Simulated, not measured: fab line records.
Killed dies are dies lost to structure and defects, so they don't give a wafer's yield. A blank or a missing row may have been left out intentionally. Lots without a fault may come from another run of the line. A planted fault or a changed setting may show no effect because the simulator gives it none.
fab line records ; flow sfq-line
record: lots: 13; wafers: 39; last-day: 92
route steps=325 shown M1@59
lots untouched by any fault: they come from a run of this same line in which no faults occurred
start-h: hours from the record's opening day to when the first of the lot's shown wafers began ; wait-h: how many hours have passed since the lot's step before this one ; " same as the row above ; L1.1+2: a row that stands for several wafers ; - value missing, or start not given ; * or withheld: withheld ; < > ~ a bound
route shown NAME@n: a module of which the file shows steps, and the number in the route of the first ; usual: mean and standard deviation over wafers with no fault ; same: alike in all rows ; chamber/n: place in a boat ; sites: each site's reading ; _std_site: standard deviation of those values ; _edge_site: the outer-site mean with the inner-site mean subtracted ; radius-mm: how far each site lies from the wafer's centre ; mask NAME#n: copy n ; behind: the tool/chamber that last shaped the wafer ; hold: reason for holding the lot/hours on hold/outcome of the hold ; device: names the non-switching transistor (n, p or np) ; end of line: the tests these same wafers got at the end of their route ; where a step has no rows: the recipe by itself ; killed: the dies lost at the first sort to structure and to defects; this is not the yield of the wafer ; map: the dies of a wafer, with x for killed, . for not killed, _ for no die there
set.NAME: the setting as run; set.NAME@STEP: as run at that earlier step ; model.NAME: the simulator's own value behind a step, which no gauge read
steps of the route over a sample of lots; a table a step, a row a wafer
services: from which hour (start-h, from the record's first day; less than 0 if before it) a tool's chamber was out of use, for how many hours, and why
== steps ==
step: SFQ_TRILAYER_M1_DEP_SPUTTER_037
recipe: material: Nb; base-pressure-pa: 1.33e-06; chamber-pressure-pa: 0.1333; substrate-temp-c: 20; resputter-cathode-voltage-v: 400; target-thk-nm: 200; power-w: 2000; time-s: 133.3
usual: throttle-valve-pct: 30.5/0.98
lot.wafer;tool;chamber;start-h;wait-h;throttle-valve-pct
L526.1;pvd-sputter-06;-;398.78;0.0;32.6
L526.4;pvd-sputter-06;-;398.78;0.0;29.7
L526.5;pvd-sputter-06;-;398.78;0.0;30.5
L527.1;pvd-sputter-06;-;410.78;0.0;32.7
L527.5;pvd-sputter-06;-;410.78;0.0;30.9
L527.6;pvd-sputter-06;-;410.78;0.0;29.7
L528.1;pvd-sputter-05;-;415.58;0.0;29.8
L528.2;pvd-sputter-05;-;415.58;0.0;30.1
L528.4;pvd-sputter-05;-;415.58;0.0;30.4
L529.3;pvd-sputter-03;-;417.25;0.0;30.6
L529.4;pvd-sputter-03;-;417.25;0.0;30.2
L529.6;pvd-sputter-03;-;417.25;0.0;30.2
L530.1;pvd-sputter-03;-;422.18;0.0;28.8
L530.2;pvd-sputter-03;-;422.18;0.0;30.2
L530.4;pvd-sputter-03;-;422.18;0.0;32.1
L531.1;pvd-sputter-03;-;447.38;0.0;29.0
L531.2;pvd-sputter-03;-;447.38;0.0;32.1
L531.5;pvd-sputter-03;-;447.38;0.0;30.1
L536.3;pvd-sputter-03;-;494.32;0.0;30.4
L536.4;pvd-sputter-03;-;494.32;0.0;30.5
L536.6;pvd-sputter-03;-;494.32;0.0;28.7
L538.1;pvd-sputter-06;-;506.32;0.0;32.6
L538.2;pvd-sputter-06;-;506.32;0.0;30.2
L538.5;pvd-sputter-06;-;506.32;0.0;29.6
L542.1;pvd-sputter-05;-;536.80;0.0;31.0
L542.2;pvd-sputter-05;-;536.80;0.0;29.6
L542.6;pvd-sputter-05;-;536.80;0.0;30.5
L544.2;pvd-sputter-05;-;562.00;0.0;29.5
L544.5;pvd-sputter-05;-;562.00;0.0;30.6
L544.6;pvd-sputter-05;-;562.00;0.0;29.8
L545.1;pvd-sputter-05;-;564.42;0.0;29.9
L545.4;pvd-sputter-05;-;564.42;0.0;31.0
L545.5;pvd-sputter-05;-;564.42;0.0;30.4
L546.2;pvd-sputter-05;-;568.00;0.0;29.9
L546.4;pvd-sputter-05;-;568.00;0.0;30.3
L546.6;pvd-sputter-05;-;568.00;0.0;30.1
L548.1;pvd-sputter-05;-;574.00;0.0;30.4
L548.5;pvd-sputter-05;-;574.00;0.0;30.0
L548.6;pvd-sputter-05;-;574.00;0.0;31.0
step: SFQ_M1_RS_MEAS_909
recipe: thk-meas-gauge: four-point-probe; reads: Nb_of_TRILAYER_M1_DEP_SPUTTER_037
usual: M1_NB_RS: 0.894/0.012
lot.wafer;tool;chamber;start-h;wait-h;M1_NB_RS[ohm/sq]
L526.1;film-metro-02;-;398.87;0.0;0.892
L526.4;film-metro-02;-;398.87;0.0;0.906
L526.5;film-metro-02;-;398.87;0.0;0.910
L527.1;film-metro-02;-;410.87;0.0;0.880
L527.5;film-metro-02;-;410.87;0.0;0.884
L527.6;film-metro-02;-;410.87;0.0;0.877
L528.1;film-metro-02;-;415.67;0.0;0.891
L528.2;film-metro-02;-;415.67;0.0;0.891
L528.4;film-metro-02;-;415.67;0.0;0.907
L529.3;film-metro-01;-;417.38;0.1;0.885
L529.4;film-metro-01;-;417.38;0.1;0.888
L529.6;film-metro-01;-;417.38;0.1;0.889
L530.1;film-metro-02;-;422.27;0.0;0.893
L530.2;film-metro-02;-;422.27;0.0;0.882
L530.4;film-metro-02;-;422.27;0.0;0.889
L531.1;film-metro-02;-;447.47;0.0;0.881
L531.2;film-metro-02;-;447.47;0.0;0.896
L531.5;film-metro-02;-;447.47;0.0;0.884
L536.3;film-metro-02;-;494.45;0.1;0.879
L536.4;film-metro-02;-;494.45;0.1;0.878
L536.6;film-metro-02;-;494.45;0.1;0.877
L538.1;film-metro-02;-;506.41;0.0;0.885
L538.2;film-metro-02;-;506.41;0.0;0.904
L538.5;film-metro-02;-;506.41;0.0;0.722
L542.1;film-metro-02;-;536.89;0.0;0.898
L542.2;film-metro-02;-;536.89;0.0;0.898
L542.6;film-metro-02;-;536.89;0.0;0.917
L544.2;film-metro-03;-;562.11;0.1;0.885
L544.5;film-metro-03;-;562.11;0.1;0.900
L544.6;film-metro-03;-;562.11;0.1;0.886
L545.1;film-metro-02;-;564.51;0.0;0.885
L545.4;film-metro-02;-;564.51;0.0;0.886
L545.5;film-metro-02;-;564.51;0.0;0.901
L546.2;film-metro-03;-;568.11;0.1;0.872
L546.4;film-metro-03;-;568.11;0.1;0.891
L546.6;film-metro-03;-;568.11;0.1;0.884
L548.1;film-metro-03;-;574.09;0.0;0.916
L548.5;film-metro-03;-;574.09;0.0;0.899
L548.6;film-metro-03;-;574.09;0.0;0.902
step: SFQ_TRILAYER_M1_ETCH_METAL_ETCH_042
recipe: target: Nb; stop-on: SiO2; mask-material: PR; chemistry: Cl2/Ar; target-depth-nm: 240; icp-w: 600; bias-w: 80; pressure-mtorr: 10; time-s: 120
usual: chamber-pressure-mTorr: 10.001/0.008; drypump-motor-current-A: 5.5/0.45; oes-product-au: 0.892/0.0078
lot.wafer;tool;chamber;start-h;wait-h;chamber-pressure-mTorr;drypump-motor-current-A;oes-product-au;rf-hours-counter-h
L526.1;rie-metal-04;1;550.30;0.0;9.999;6.0;0.898;69
L526.4;rie-metal-04;1;550.30;0.0;9.997;6.0;0.890;-
L526.5;rie-metal-04;0;550.30;0.0;10.000;5.8;0.878;-
L527.1;rie-metal-02;0;564.76;0.1;9.992;5.1;0.900;21
L527.5;rie-metal-02;0;564.76;0.1;9.994;5.0;0.896;-
L527.6;rie-metal-02;0;564.76;0.1;9.999;5.1;0.901;-
L528.1;rie-metal-03;0;570.70;0.0;9.989;6.0;0.888;91
L528.2;rie-metal-03;1;570.70;0.0;10.018;6.4;0.900;46
L528.4;rie-metal-03;0;570.70;0.0;10.001;6.0;0.881;-
L529.3;rie-metal-02;0;572.05;0.1;10.002;5.1;0.902;-
L529.4;rie-metal-02;0;572.05;0.1;10.003;5.1;0.889;-
L529.6;rie-metal-02;0;572.05;0.1;9.998;5.1;0.897;-
L530.1;rie-metal-03;1;581.52;0.1;10.013;6.4;0.891;48
L530.2;rie-metal-03;0;581.52;0.1;10.000;6.0;0.900;92
L530.4;rie-metal-03;1;581.52;0.1;9.991;6.4;0.897;-
L531.1;rie-metal-04;1;611.56;0.1;10.014;6.0;0.905;77
L531.2;rie-metal-04;1;611.56;0.1;10.012;6.0;0.898;-
L531.5;rie-metal-04;1;611.56;0.1;9.999;6.0;0.891;-
L536.3;rie-metal-02;1;655.41;0.1;9.990;5.4;0.904;-
L536.4;rie-metal-02;0;655.41;0.1;9.987;5.1;0.899;-
L536.6;rie-metal-02;1;655.41;0.1;10.004;5.4;0.901;-
L538.1;rie-metal-03;0;668.57;0.0;9.990;6.0;0.898;103
L538.2;rie-metal-03;1;668.57;0.0;9.996;6.4;0.884;59
L538.5;rie-metal-03;1;668.57;0.0;10.017;6.4;1.003;-
L542.1;rie-metal-02;1;695.35;0.0;9.995;5.4;0.889;16
L542.2;rie-metal-02;0;695.35;0.0;10.006;5.1;0.888;40
L542.6;rie-metal-02;1;695.35;0.0;10.012;5.4;0.877;-
L544.2;rie-metal-02;1;719.87;0.0;10.006;5.4;0.900;20
L544.5;rie-metal-02;0;719.87;0.0;10.007;5.1;0.882;-
L544.6;rie-metal-02;1;719.87;0.0;9.994;5.4;0.899;-
L545.1;rie-metal-02;0;723.47;0.0;10.006;5.1;0.893;45
L545.4;rie-metal-02;1;723.47;0.0;10.012;5.4;0.892;-
L545.5;rie-metal-02;1;723.47;0.0;10.003;5.3;0.887;-
L546.2;rie-metal-04;0;727.36;0.0;9.991;5.8;0.897;89
L546.4;rie-metal-04;1;727.36;0.0;9.991;6.0;0.900;-
L546.6;rie-metal-04;1;727.36;0.0;10.002;6.0;0.901;-
L548.1;rie-metal-02;0;733.07;0.0;10.000;5.1;0.878;47
L548.5;rie-metal-02;0;733.07;0.0;9.992;5.1;0.886;-
L548.6;rie-metal-02;1;733.07;0.0;10.011;5.4;0.884;-
== services ==
tool;chamber;start-h;hours;kind
rie-metal-02;0;392.73;-;clean
rie-metal-02;0;392.73;20.6;scheduled-down
rie-metal-02;0;392.73;20.6;vent-cycle
rie-metal-03;0;402.97;6.9;repair
rie-metal-02;1;410.76;2.3;repair
pvd-sputter-03;0;435.06;-;consumable-replace:kit
pvd-sputter-03;0;435.06;18.0;scheduled-down
pvd-sputter-05;-;456.61;2.1;repair
pvd-sputter-06;-;457.46;3.7;repair
pvd-sputter-03;-;496.29;14.4;repair
pvd-sputter-06;-;536.22;1.1;repair
pvd-sputter-03;-;545.02;1.5;repair
pvd-sputter-03;-;556.34;2.6;repair
rie-metal-02;1;558.27;-;clean
rie-metal-02;1;558.27;21.7;scheduled-down
rie-metal-02;1;558.27;21.7;vent-cycle
rie-metal-04;0;607.05;10.8;repair
pvd-sputter-03;-;629.30;3.3;repair
pvd-sputter-03;-;649.52;0.5;repair
rie-metal-04;1;662.62;27.0;repair
pvd-sputter-05;0;686.13;-;consumable-replace:kit
pvd-sputter-05;0;686.13;18.0;scheduled-down
pvd-sputter-05;0;686.13;18.0;vent-cycle
rie-metal-03;-;725.20;2.8;pm
== key ==
first-sign: step: SFQ_M1_RS_MEAS_909; reading: M1_NB_RS; direction: down; sigmas: 15; usual: 0.894; struck: 0.722
effect: step: SFQ_TRILAYER_M1_ETCH_METAL_ETCH_042; reading: oes-product-au; direction: up; sigmas: 14; usual: 0.892; struck: 1.003
met-at SFQ_TRILAYER_M1_DEP_SPUTTER_037
struck-lots L538
struck-wafers L538.5
onset-between 410.78 506.32
fault: kind: process-parameter-drift; tool: pvd-sputter-06; chamber: -; onset-h: 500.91; steps: SFQ_TRILAYER_M1_DEP_SPUTTER_037; channel: time-s; offset: *; shape: step; end-h: 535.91; acts-in: *; stated: *; scope: struck-wafers-only
